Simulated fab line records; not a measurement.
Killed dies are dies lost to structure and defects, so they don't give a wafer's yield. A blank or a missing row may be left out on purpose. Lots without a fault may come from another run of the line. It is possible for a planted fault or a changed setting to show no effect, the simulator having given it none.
Which tool is to blame? | flow gf180mcu | 6 lots with 18 wafers sampled at 3 steps, on a route of 602 steps

WHAT THE GAUGES READ, wafer by wafer
GF_POLY_GATE_THK_MEAS_01.
lot  | measured     | on            | POLY_GATE_CVD_00_THK (nm)
L622 | day 8 21:55  | film metro-03 | 198.9 200.6 198.8
L624 | day 9 06:27  | film metro-03 | 197.4 196.8 197.8
L627 | day 10 05:18 | film metro-03 | 198.5 199.8 199.2
L629 | day 10 20:17 | film metro-01 | 201.8 201.1 200.5
L634 | day 12 05:24 | film metro-03 | 201.2 199.4 199.8
L638 | day 13 08:03 | film metro-03 | 200.8 201.9 200.1

TOOL THAT RAN EACH LOT (tool first, then ch and the chambers of the sampled wafers, then the start)
lot  | GF_STI_STRIP_15                     | GF_POLY_GATE_CVD_00
L622 | plasma asher-03 ch 0,1, day 2 07:33 | lpcvd-02 ch 1, day 8 20:34
L624 | plasma asher-03 ch 0,1, day 2 17:34 | lpcvd-02 ch 0, day 9 05:07
L627 | plasma asher-02 ch 0,1, day 3 09:10 | lpcvd-01 ch 0, day 10 03:58
L629 | plasma asher-03 ch 1, day 3 20:46   | lpcvd-01 ch 1, day 10 18:56
L634 | plasma asher-04 ch 0,1, day 4 21:04 | lpcvd-02 ch 0, day 12 04:04
L638 | plasma asher-02 ch 0,1, day 5 17:23 | lpcvd-02 ch 0, day 13 06:42
- GF_STI_STRIP_15: strips in O2/N2.
- GF_POLY_GATE_CVD_00: deposits poly-Si, target thk 200 nm, time 1200 s.

THE ANSWER, worked out from the rows above alone
Rule: the usual values come from the lots themselves. Put in order of their means at a reading, lots are off if they are a third of the lots or fewer, leave a main group of 4 or more, and stand apart from it by a gap of 3 or more times the standard deviation of the main group's means; of several such gaps the widest counts. The tables above print the reading to a certain number of digits; a main group whose means all agree to those digits is not used. A lot without any number at a reading at which 4 lots or more have one is off too. All remaining lots with rows at the step are treated as sound.
No lot is off on any of the readings shown, so nothing can be concluded from this.

WHAT THE SIMULATOR PUT IN
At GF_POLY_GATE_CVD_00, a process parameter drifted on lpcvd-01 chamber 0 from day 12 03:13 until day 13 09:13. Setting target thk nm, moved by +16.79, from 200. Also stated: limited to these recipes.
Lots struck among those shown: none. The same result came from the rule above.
